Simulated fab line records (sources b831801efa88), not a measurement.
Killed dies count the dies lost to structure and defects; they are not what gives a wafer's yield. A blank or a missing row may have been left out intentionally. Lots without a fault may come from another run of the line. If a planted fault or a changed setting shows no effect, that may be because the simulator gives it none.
fab line records + flow sky130
[record]
- lots = 4
- wafers = 12
- lastDay = 50
route steps=708 shown LDD_LDN@292 SPACER@304 POLY_CUT@307 SD_P@320 RES_XHIGH@332 SALICIDE@361 PAD_OPEN@708
lots that met no fault: taken from a fault-free run of the same line
startH: the number of hours between the record's first day and the start of the first shown wafer of the lot + waitH: hours elapsed since this lot's preceding step + " same as the row above + L1.1+2: one row covering several wafers at once + - either no value or no given start + * or withheld: withheld + < > ~ a bound
route shown NAME@n: names a module that has steps shown in the file, with the first one's number in the route + usual: mean/standard deviation of fault-free wafers + same: alike in all rows + chamber/n: place in a boat + sites: per-site readings + _std_site: standard deviation of those values + _edge_site: the outer-site mean with the inner-site mean subtracted + radiusMm: how far each site lies from the wafer's centre + mask NAME#n: copy n + behind: the last tool/chamber to shape the wafer + hold: the reason the lot was held/the length of the hold in hours/how it ended + device: names the non-switching transistor (n, p or np) + end of line: tests of these same wafers at the route's end + where a step has no rows: the recipe by itself + killed: the dies lost at the first sort to structure and to defects; this is not the yield of the wafer + map: dies across one wafer; x = killed, . = not, _ = none there
set.NAME: the setting that was run; set.NAME@STEP: the one run at that earlier step + model.NAME: the simulator's own value behind a step, which no gauge read
lots at selected steps of the route; one table per step, one row per wafer
services: from which hour (startH, from the record's first day; less than 0 if before it) a tool's chamber was out of use, for how many hours, and why
[[steps]]
[step SKY_LDD_LDN_SOFTBAKE_03]
[recipe]
- tempC = 90
- timeS = 60
- resist = NOVOLAK
[step SKY_LDD_LDN_EXPOSE_04]
[recipe]
- maskId = LDNTM
- na = 0.6
- sourceShape = conventional
- sigmaOuter = 0.6
- polarization = unpolarized
- targetCdNm = 700
- doseMj = 140
[step SKY_LDD_LDN_PEB_05]
[recipe]
- tempC = withheld
- timeS = *
- resist = NOVOLAK
[step SKY_LDD_LDN_DEVELOP_06]
[recipe]
- resist = NOVOLAK
- developer = TMAH
- developTimeS = 60
- devTempC = 23
[step SKY_LDD_LDN_IMPLANT_08]
[recipe]
- species = As
- energyKev = 15
- doseCm2 = 1.25e+13
- tiltDeg = withheld
- rotationDeg = 23
[step SKY_LDD_LDN_IMPLANT_09]
[recipe]
- species = As
- energyKev = 15
- doseCm2 = 1.25e+13
- tiltDeg = withheld
- rotationDeg = 113
[step SKY_LDD_LDN_IMPLANT_10]
[recipe]
- species = As
- energyKev = 15
- doseCm2 = 1.25e+13
- tiltDeg = withheld
- rotationDeg = 203
[step SKY_LDD_LDN_IMPLANT_11]
[recipe]
- species = As
- energyKev = 15
- doseCm2 = 1.25e+13
- tiltDeg = withheld
- rotationDeg = 293
[step SKY_LDD_LDN_STRIP_12]
[recipe]
- chemistry = O2/N2
- powerW = 1400
- pressureMtorr = 1500
- platenTempC = withheld
- o2FlowSccm = 3000
- n2FlowSccm = 300
- overashFraction = 0.5
[step SKY_LDD_LDN_CLEAN_14]
[recipe]
- chemistry = SC1/SC2
- mix = 1:4:20
- tempC = 70
- timeS = 150
- dry = n2Spin
[step SKY_SPACER_CVD_00]
[recipe]
- material = Si3N4
- precursor = DCS/NH3
- targetThkNm = 43.1
- tempC = 770
- timeS = 740
- pressureMtorr = 250
[usual]
- spikeTcBottomC = 790.5/3
- spikeTcCentreC = 770.8/1.2
- spikeTcLowerC = 771.0/1.3
- spikeTcTopC = 785.1/1.3
- spikeTcUpperC = 770.8/1.5
- susceptorTempC = 769.9/0.37
- zonePowerTopPct = 27.98/0.28
[same]
- timeS = 740
| lot.wafer | tool     | chamber | startH | waitH | spikeTcBottomC | spikeTcCentreC | spikeTcLowerC | spikeTcTopC | spikeTcUpperC | susceptorTempC | zonePowerTopPct | model.Si3N4_of_SPACER_CVD_00.thkNm |
|-----------|----------|---------|--------|-------|----------------|----------------|---------------|-------------|---------------|----------------|-----------------|------------------------------------|
| L916.1    | lpcvd-02 | 0       | 597.84 | 1.2   | 793.1          | 772.9          | 771.2         | 785.2       | 770.8         | 769.4          | 27.77           | 43.69                              |
| L916.5    | "        | 0       | "      | "     | 792.5          | 770.2          | 771.2         | 785.1       | 771.1         | 769.6          | 28.40           | 43.37                              |
| L916.6    | "        | 0       | "      | "     | 793.6          | 770.4          | 771.5         | 784.2       | 771.8         | 769.7          | 28.11           | 43.26                              |
| L926.1    | lpcvd-02 | 1       | 680.16 | 4.6   | 786.9          | 773.1          | 769.5         | 783.9       | 768.3         | 769.6          | 27.41           | 43.37                              |
| L926.4    | "        | 1       | "      | "     | 785.5          | 770.9          | 770.7         | 781.7       | 768.5         | 770.4          | 27.65           | 43.27                              |
| L926.5    | "        | 1       | "      | "     | 785.0          | 771.8          | 768.8         | 783.7       | 769.2         | 769.5          | 27.91           | 43.14                              |
| L927.1    | lpcvd-02 | 0       | 686.52 | 3.1   | 777.6          | 756.7          | 757.9         | 772.3       | 757.9         | 756.1          | 27.08           | 32.53                              |
| L927.3    | "        | 0       | "      | "     | 778.8          | 756.5          | 757.1         | 771.9       | 758.1         | 755.5          | 26.60           | 32.92                              |
| L927.5    | "        | 0       | "      | "     | 779.7          | 758.3          | 756.4         | 772.1       | 758.3         | 756.0          | 27.24           | 32.86                              |
| L928.1    | lpcvd-02 | 0       | 701.12 | 2.0   | 779.4          | 755.1          | 758.0         | 772.7       | 756.9         | 756.1          | 27.37           | 32.38                              |
| L928.5    | "        | 0       | "      | "     | 777.1          | 755.1          | 756.4         | 770.9       | 759.2         | 756.1          | 27.15           | 32.72                              |
| L928.6    | "        | 0       | "      | "     | 777.5          | 757.7          | 758.4         | 772.5       | 758.1         | 756.2          | 27.11           | 32.71                              |
[step SKY_SPACER_THK_MEAS_01]
[recipe]
- reads = Si3N4_of_SPACER_CVD_00
[usual]
- SPACER_CVD_00_THK = 43.2/0.38
| lot.wafer | tool         | chamber | startH | waitH | SPACER_CVD_00_THK[nm] |
|-----------|--------------|---------|--------|-------|-----------------------|
| L916.1    | filmMetro-02 | -       | 599.04 | 0.0   | 43.6                  |
| L916.5    | "            | -       | "      | "     | 43.4                  |
| L916.6    | "            | -       | "      | "     | 43.2                  |
| L926.1    | filmMetro-02 | -       | 681.42 | 0.1   | 43.3                  |
| L926.4    | "            | -       | "      | "     | 43.3                  |
| L926.5    | "            | -       | "      | "     | 43.1                  |
| L927.1    | filmMetro-01 | -       | 688.33 | 0.0   | 32.5                  |
| L927.3    | "            | -       | "      | "     | 32.9                  |
| L927.5    | "            | -       | "      | "     | 32.9                  |
| L928.1    | filmMetro-03 | -       | 702.32 | 0.0   | 32.4                  |
| L928.5    | "            | -       | "      | "     | 32.7                  |
| L928.6    | "            | -       | "      | "     | 32.8                  |
[step SKY_SPACER_ETCHBACK_02]
[recipe]
- chemistry = CH3F/O2
- target = Si3N4
- stopOn = SiO2
- sourceW = 400
- biasW = 80
- pressureMtorr = 25
- ch3fFlowSccm = 40
- O2_flow_sccm = 30
- timeS = 46.7
- targetDepthA = 450
[usual]
- drypumpMotorCurrentA = 6.0/0.33
- oesProductAu = 0.855/0.0059
- throttleValvePct = 10.562/0.01
[same]
- timeS = 46.7
| lot.wafer | tool       | chamber | startH | waitH | drypumpMotorCurrentA | oesProductAu | rfHoursCounterH | throttleValvePct | model.etch.depthNm |
|-----------|------------|---------|--------|-------|----------------------|--------------|-----------------|------------------|--------------------|
| L916.1    | rieDiel-04 | 2       | 599.10 | 0.1   | 6.2                  | 0.859        | 7               | 10.567           | 43.69              |
| L916.5    | "          | 0       | "      | "     | 6.1                  | 0.865        | -               | 10.558           | 43.37              |
| L916.6    | "          | 1       | "      | "     | 6.2                  | 0.856        | -               | 10.557           | 43.26              |
| L926.1    | rieDiel-02 | 2       | 681.48 | 0.1   | 5.7                  | 0.858        | 11              | 10.565           | 43.37              |
| L926.4    | "          | 3       | "      | "     | 5.5                  | 0.852        | 40              | 10.564           | 43.27              |
| L926.5    | "          | 0       | "      | "     | 6.2                  | 0.853        | -               | 10.564           | 43.14              |
| L927.1    | rieDiel-03 | 0       | 688.39 | 0.1   | 6.1                  | 0.738        | 42              | 10.547           | 32.53              |
| L927.3    | "          | 2       | "      | "     | 6.2                  | 0.743        | 6               | 10.534           | 32.92              |
| L927.5    | "          | 2       | "      | "     | 6.2                  | 0.749        | -               | 10.549           | 32.86              |
| L928.1    | rieDiel-04 | 1       | 702.38 | 0.1   | 6.1                  | 0.731        | 49              | 10.551           | 32.38              |
| L928.5    | "          | 3       | "      | "     | 5.4                  | 0.732        | -               | 10.554           | 32.72              |
| L928.6    | "          | 0       | "      | "     | 6.1                  | 0.733        | -               | 10.527           | 32.71              |
[step SKY_POLY_CUT_DEHYDRATE_00]
[recipe]
- tempC = 200
- timeS = 60
[step SKY_POLY_CUT_HMDS_01]
[recipe]
- primeTimeS = 60
- primeTempC = 120
[step SKY_POLY_CUT_COAT_02]
[recipe]
- resist = BARC
- tempC = withheld
- timeS = withheld
- spinRpm = 3000
- resistThkNm = 60
[step SKY_POLY_CUT_COAT_03]
[recipe]
- resist = KrF-thick
- spinRpm = 3000
- resistThkNm = 450
[step SKY_POLY_CUT_SOFTBAKE_04]
[recipe]
- tempC = 100
- timeS = 90
- resist = KrF-thick
[step SKY_POLY_CUT_EXPOSE_05]
[recipe]
- maskId = NPCM
- na = 0.8
- sourceShape = annular
- sigmaInner = 0.55
- sigmaOuter = 0.85
- targetCdNm = 270
- doseMj = 32
[step SKY_POLY_CUT_PEB_06]
[recipe]
- pebTempC = withheld
- pebTimeS = withheld
- resist = KrF-thick
[step SKY_POLY_CUT_DEVELOP_07]
[recipe]
- developTimeS = 60
- resist = KrF-thick
- devTempC = 21
[step SKY_POLY_CUT_ETCH_10]
[recipe]
- chemistry = N2/H2
- target = BARC
- ionEnergyEv = 200
- sourceW = 500
- biasW = 100
- pressureMtorr = 30
- n2FlowSccm = 100
- h2FlowSccm = 200
- stopOn = SiO2
- timeS = 45.9
- targetDepthA = 600
[step SKY_POLY_CUT_ETCH_11]
[recipe]
- target = Si3N4
- chemistry = CF4/CH2F2/Ar
- stopOn = poly-Si
- sourceW = 600
- biasW = 150
- pressureMtorr = 40
- cf4FlowSccm = 40
- ch2f2FlowSccm = 20
- Ar_flow_sccm = 150
- timeS = 42.5
- targetDepthA = 600
[step SKY_POLY_CUT_STRIP_12]
[recipe]
- chemistry = O2/N2
- powerW = 1400
- pressureMtorr = 1500
- platenTempC = withheld
- o2FlowSccm = 3000
- n2FlowSccm = 300
- overashFraction = 0.5
[step SKY_SD_P_DEHYDRATE_00]
[recipe]
- tempC = 200
- timeS = 60
[step SKY_SD_P_HMDS_01]
[recipe]
- primeTimeS = 60
- primeTempC = 120
[step SKY_SD_P_COAT_02]
[recipe]
- resist = NOVOLAK
- spinRpm = 3000
- resistThkNm = 1140
[step SKY_SD_P_SOFTBAKE_03]
[recipe]
- tempC = 90
- timeS = 60
- resist = NOVOLAK
[step SKY_SD_P_EXPOSE_04]
[recipe]
- maskId = PSDM
- na = 0.6
- sourceShape = conventional
- sigmaOuter = 0.6
- polarization = unpolarized
- targetCdNm = 380
- doseMj = 138
[step SKY_SD_P_PEB_05]
[recipe]
- tempC = withheld
- timeS = *
- resist = NOVOLAK
[step SKY_SD_P_DEVELOP_06]
[recipe]
- resist = NOVOLAK
- developer = TMAH
- developTimeS = 60
- devTempC = 23.58
[step SKY_SD_P_IMPLANT_09]
[recipe]
- species = BF2
- energyKev = 19.78
- doseCm2 = 3e+15
- tiltDeg = 0
[step SKY_SD_P_STRIP_10]
[recipe]
- chemistry = O2/N2
- powerW = 1400
- pressureMtorr = 1500
- platenTempC = withheld
- o2FlowSccm = 3000
- n2FlowSccm = 300
- overashFraction = 0.5
[step SKY_RES_XHIGH_DEHYDRATE_00]
[recipe]
- tempC = 200
- timeS = 60
[step SKY_RES_XHIGH_HMDS_01]
[recipe]
- primeTimeS = 60
- primeTempC = 120
[step SKY_SALICIDE_CLEAN_00]
[recipe]
- chemistry = HF-last
- timeS = 30
- dilution = 100:1
- dry = ipaMarangoni
[same]
- timeS = 30
| lot.wafer | tool        | chamber | startH | waitH | model.Si3N4_of_SPACER_CVD_00.thkNm |
|-----------|-------------|---------|--------|-------|------------------------------------|
| L916.1    | wetBench-04 | 1       | 713.54 | 0.1   | 42.7                               |
| L916.5    | "           | 1       | "      | "     | 42.38                              |
| L916.6    | "           | 1       | "      | "     | 42.28                              |
| L926.1    | wetBench-03 | 1       | 793.38 | 0.1   | 42.4                               |
| L926.4    | "           | 1       | "      | "     | 42.3                               |
| L926.5    | "           | 1       | "      | "     | 42.16                              |
| L927.1    | wetBench-03 | 0       | 799.79 | 0.2   | 31.54                              |
| L927.3    | "           | 0       | "      | "     | 31.94                              |
| L927.5    | "           | 0       | "      | "     | 31.87                              |
| L928.1    | wetBench-03 | 2       | 812.43 | 0.1   | 31.4                               |
| L928.5    | "           | 2       | "      | "     | 31.75                              |
| L928.6    | "           | 2       | "      | "     | 31.73                              |
[step SKY_PAD_OPEN_PROBE_99]
[usual]
- killed_at_M0_to_M3 = 44/7.3
- killed_at_M4_up = 3.4/1.7
- killedAtContacts = 24/5.3
- killedAtFrontEnd = 15/4.1
- killedAtOther = 0.4/0.68
- killedDies = 87/9.5
- killedOpen = 48/7.1
- killedShort = 39/5.8
[same]
- grossDies = 492
- killedAtBackSide = 0
| lot.wafer | tool      | chamber | startH  | waitH | killed_at_M0_to_M3 | killed_at_M4_up | killedAtContacts | killedAtFrontEnd | killedAtOther | killedDies | killedOpen | killedShort | model.etest.pfet_01v8.rOnOhmUm | model.etest.pfetG5v0d10v5.rOnOhmUm | model.etest.nfetG5v0d10v5.rOnOhmUm | model.etest.sonosUncharged.rOnOhmUm | model.etest.resPdiff.lineOhmUm | model.etest.pfet_01v8.driveUaUm | model.etest.nfet_01v8_lvt.driveUaUm | model.etest.pfet_01v8_hvt.driveUaUm |
|-----------|-----------|---------|---------|-------|--------------------|-----------------|------------------|------------------|---------------|------------|------------|-------------|--------------------------------|------------------------------------|------------------------------------|-------------------------------------|--------------------------------|---------------------------------|-------------------------------------|-------------------------------------|
| L916.1    | prober-02 | -       | 1122.40 | 0.1   | 45                 | 3               | 21               | 20               | 0             | 89         | 48         | 40          | 2858                           | 4807                               | 1882                               | 805.4                               | 1380                           | 194.5                           | 580.3                               | 145.9                               |
| L916.5    | prober-02 | -       | 1122.60 | 0.2   | 50                 | 1               | 19               | 17               | 2             | 89         | 40         | 47          | 2841                           | 4796                               | 1889                               | 821.4                               | 1362                           | 196.4                           | 591.9                               | 147.4                               |
| L916.6    | prober-02 | -       | 1122.65 | 0.2   | 59                 | 2               | 17               | 14               | 0             | 92         | 53         | 39          | 2865                           | 4837                               | 1906                               | 822.6                               | 1382                           | 193.8                           | 573                                 | 143.8                               |
| L926.1    | prober-01 | -       | 1176.64 | 0.1   | 58                 | 3               | 23               | 19               | 0             | 103        | 71         | 32          | 2870                           | 4699                               | 1863                               | 793.2                               | 1348                           | 193.7                           | 612.9                               | 146.6                               |
| L926.4    | prober-01 | -       | 1176.79 | 0.2   | 57                 | 3               | 22               | 18               | 0             | 100        | 55         | 45          | 2920                           | 4690                               | 1849                               | 801.4                               | 1345                           | 189.6                           | 601.7                               | 143.2                               |
| L926.5    | prober-01 | -       | 1176.84 | 0.2   | 51                 | 3               | 24               | 9                | 0             | 87         | 43         | 44          | 2965                           | 4674                               | 1866                               | 796.9                               | 1367                           | 189                             | 597.5                               | 139.3                               |
| L927.1    | prober-01 | -       | 1182.65 | 0.1   | 40                 | 2               | 20               | 12               | 0             | 74         | 39         | 34          | 2632                           | 4574                               | 1804                               | 747.1                               | 1361                           | 215.2                           | 607.2                               | 161.7                               |
| L927.3    | prober-01 | -       | 1182.75 | 0.2   | 46                 | 5               | 24               | 11               | 0             | 86         | 54         | 31          | 2614                           | 4544                               | 1801                               | 751.1                               | 1340                           | 217.7                           | 613.7                               | 162                                 |
| L927.5    | prober-01 | -       | 1182.85 | 0.2   | 52                 | 4               | 15               | 12               | 0             | 83         | 52         | 31          | 2632                           | 4677                               | 1829                               | 754.4                               | 1340                           | 216                             | 607.7                               | 162.3                               |
| L928.1    | prober-02 | -       | 1190.39 | 0.1   | 47                 | 2               | 19               | 15               | 0             | 83         | 46         | 36          | 2463                           | 4468                               | 1764                               | 751.7                               | 1338                           | 231.3                           | 602.2                               | 174.3                               |
| L928.5    | prober-02 | -       | 1190.59 | 0.2   | 39                 | 3               | 33               | 13               | 0             | 88         | 45         | 42          | 2525                           | 4634                               | 1782                               | 759.7                               | 1382                           | 227.3                           | 609.1                               | 172.2                               |
| L928.6    | prober-02 | -       | 1190.64 | 0.2   | 40                 | 5               | 24               | 11               | 0             | 80         | 46         | 34          | 2520                           | 4523                               | 1775                               | 758.1                               | 1341                           | 226.2                           | 605.2                               | 170.7                               |
// killed by level:class
L916.1 CONTACT:geometricParticle:open=8 VIA3:geometricParticle:open=8 FIELD_ISO:geometricParticle:short=6 METAL1:geometricParticle:short=6 VIA1:geometricParticle:open=6 FIELD_ISO:geometricParticle:open=5 POLY_GATE:geometricParticle:open=5 LI_CONTACT:geometricParticle:open=5
L916.5 METAL2:geometricParticle:short=13 LOCAL_INTERCONNECT:geometricParticle:short=6 VIA1:geometricParticle:open=6 VIA2:geometricParticle:open=6 METAL1:geometricParticle:short=5 VIA3:geometricParticle:open=5 POLY_GATE:geometricParticle:open=4 POLY_GATE:geometricParticle:short=4
L916.6 VIA3:geometricParticle:open=13 VIA1:geometricParticle:open=12 VIA2:geometricParticle:open=7 METAL2:geometricParticle:short=7 CONTACT:geometricParticle:open=6 METAL3:geometricParticle:short=5 POLY_GATE:geometricParticle:open=4 LOCAL_INTERCONNECT:geometricParticle:short=4
L926.1 VIA1:geometricParticle:open=17 CONTACT:geometricParticle:open=13 VIA2:geometricParticle:open=10 VIA3:geometricParticle:open=9 LI_CONTACT:geometricParticle:open=6 METAL1:geometricParticle:short=5 FIELD_ISO:geometricParticle:open=4 FIELD_ISO:geometricParticle:short=4
L926.4 VIA1:geometricParticle:open=13 METAL1:geometricParticle:short=9 VIA2:geometricParticle:open=7 LI_CONTACT:geometricParticle:open=6 CONTACT:geometricParticle:open=6 METAL3:geometricParticle:short=6 POLY_GATE:geometricParticle:open=5 VIA2:geometricParticle:short=5
L926.5 VIA1:geometricParticle:open=11 METAL1:geometricParticle:short=10 LI_CONTACT:geometricParticle:open=8 CONTACT:geometricParticle:open=8 VIA1:geometricParticle:short=7 POLY_GATE:geometricParticle:short=5 VIA2:geometricParticle:open=5 VIA3:geometricParticle:short=4
L927.1 VIA2:geometricParticle:open=8 VIA1:geometricParticle:short=8 VIA3:geometricParticle:open=8 CONTACT:geometricParticle:open=7 LOCAL_INTERCONNECT:geometricParticle:short=5 VIA1:geometricParticle:open=5 FIELD_ISO:geometricParticle:short=4 METAL1:geometricParticle:short=4
L927.3 VIA1:geometricParticle:open=14 VIA2:geometricParticle:open=10 LI_CONTACT:geometricParticle:open=9 CONTACT:geometricParticle:open=8 FIELD_ISO:geometricParticle:short=4 VIA3:geometricParticle:short=4 POLY_GATE:geometricParticle:short=3 LOCAL_INTERCONNECT:geometricParticle:short=3
L927.5 VIA3:geometricParticle:open=14 VIA2:geometricParticle:open=9 VIA1:geometricParticle:open=8 METAL1:geometricParticle:short=7 FIELD_ISO:geometricParticle:open=6 LI_CONTACT:geometricParticle:open=5 LI_CONTACT:geometricParticle:short=3 VIA2:geometricParticle:short=3
L928.1 VIA1:geometricParticle:open=10 VIA3:geometricParticle:open=9 METAL1:geometricParticle:short=6 VIA2:geometricParticle:open=6 LI_CONTACT:geometricParticle:short=5 CONTACT:geometricParticle:open=5 METAL2:geometricParticle:short=5 FIELD_ISO:geometricParticle:short=4
L928.5 CONTACT:geometricParticle:open=11 VIA1:geometricParticle:open=9 LOCAL_INTERCONNECT:geometricParticle:short=7 VIA3:geometricParticle:open=7 LI_CONTACT:geometricParticle:open=6 METAL1:geometricParticle:short=5 CONTACT:geometricParticle:short=5 VIA3:geometricParticle:short=4
L928.6 VIA1:geometricParticle:open=10 CONTACT:geometricParticle:open=8 LI_CONTACT:geometricParticle:open=7 VIA2:geometricParticle:open=7 VIA4:geometricParticle:open=5 VIA2:geometricParticle:short=5 FIELD_ISO:geometricParticle:short=4 FIELD_ISO:geometricParticle:open=4
[[services]]
| tool        | chamber | startH | hours | kind          |
|-------------|---------|--------|-------|---------------|
| rieDiel-02  | 1       | 605.89 | -     | clean         |
| rieDiel-02  | 1       | 605.89 | 18.3  | scheduledDown |
| rieDiel-04  | 1       | 636.18 | 1.8   | repair        |
| rieDiel-02  | -       | 641.79 | 0.7   | repair        |
| rieDiel-04  | 0       | 644.89 | 6.6   | repair        |
| rieDiel-02  | -       | 646.08 | 2.8   | pm            |
| wetBench-03 | -       | 646.32 | 4.4   | pm            |
| rieDiel-02  | 1       | 649.74 | 1.9   | repair        |
| lpcvd-02    | -       | 651.01 | 28.1  | pm            |
| rieDiel-04  | 2       | 711.96 | 7.8   | repair        |
| rieDiel-02  | 2       | 720.39 | 3.0   | repair        |
| rieDiel-04  | 1       | 728.36 | 2.5   | repair        |
| rieDiel-04  | 1       | 730.82 | -     | clean         |
| rieDiel-04  | 1       | 730.82 | 22.0  | scheduledDown |
| rieDiel-04  | 1       | 730.82 | 22.0  | ventCycle     |
| rieDiel-03  | -       | 740.08 | 1.4   | repair        |
| rieDiel-04  | -       | 750.36 | 2.6   | repair        |
| rieDiel-03  | 3       | 756.81 | 3.0   | repair        |
| rieDiel-03  | 2       | 763.08 | 3.7   | repair        |
| lpcvd-02    | -       | 764.73 | 1.4   | repair        |
| lpcvd-02    | -       | 765.08 | 1.0   | repair        |
| rieDiel-04  | 1       | 769.57 | 3.0   | repair        |
| rieDiel-04  | -       | 774.87 | 42.9  | repair        |
| rieDiel-04  | -       | 779.93 | 0.6   | repair        |
[[key]]
[firstSign]
- step = SKY_SPACER_CVD_00
- reading = susceptorTempC
- direction = down
- sigmas = 37
- usual = *
- struck = *
[effect]
- step = SKY_SPACER_CVD_00
- reading = spikeTcCentreC
- direction = down
- sigmas = 11
- usual = 770.8
- struck = 756.6
[effect]
- step = SKY_SPACER_THK_MEAS_01
- reading = SPACER_CVD_00_THK
- direction = down
- sigmas = 28
- usual = 43.2
- struck = 32.7
[effect]
- step = SKY_SPACER_ETCHBACK_02
- reading = oesProductAu
- direction = down
- sigmas = 20
- usual = 0.855
- struck = 0.738
[modelEffect]
- step = SKY_SPACER_CVD_00
- value = Si3N4_of_SPACER_CVD_00.thkNm
- without = 43
- struck = 32.69
[modelEffect]
- step = SKY_SPACER_ETCHBACK_02
- value = etch.depthNm
- without = 43
- struck = 32.69
[modelEffect]
- step = SKY_SALICIDE_CLEAN_00
- value = Si3N4_of_SPACER_CVD_00.thkNm
- without = 42.02
- struck = 31.71
[modelEffect]
- step = SKY_PAD_OPEN_PROBE_99
- value = etest.pfet_01v8.rOnOhmUm
- without = 2892
- struck = 2565
metAt SKY_SPACER_CVD_00
struckWafers L927.1,L927.3,L927.5,L928.1,L928.5,L928.6
testerLeftOut L927,L928
onsetBetween 680.16 686.52
[fault]
- kind = processParameterDrift
- tool = lpcvd-02
- chamber = -
- onsetH = 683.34
- steps = SKY_SPACER_CVD_00
- channel = tempC
- offset = *
- shape = step
- endH = 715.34
- actsIn = *
- stated = *
// testerLeftOut: of these lots the tester's yield and bins aren't shown, on N5 and GAA mostly nor the transistor test; their killed dies are dies lost to structure and defects alone, not to doping, threshold or leakage, so they don't give the yield
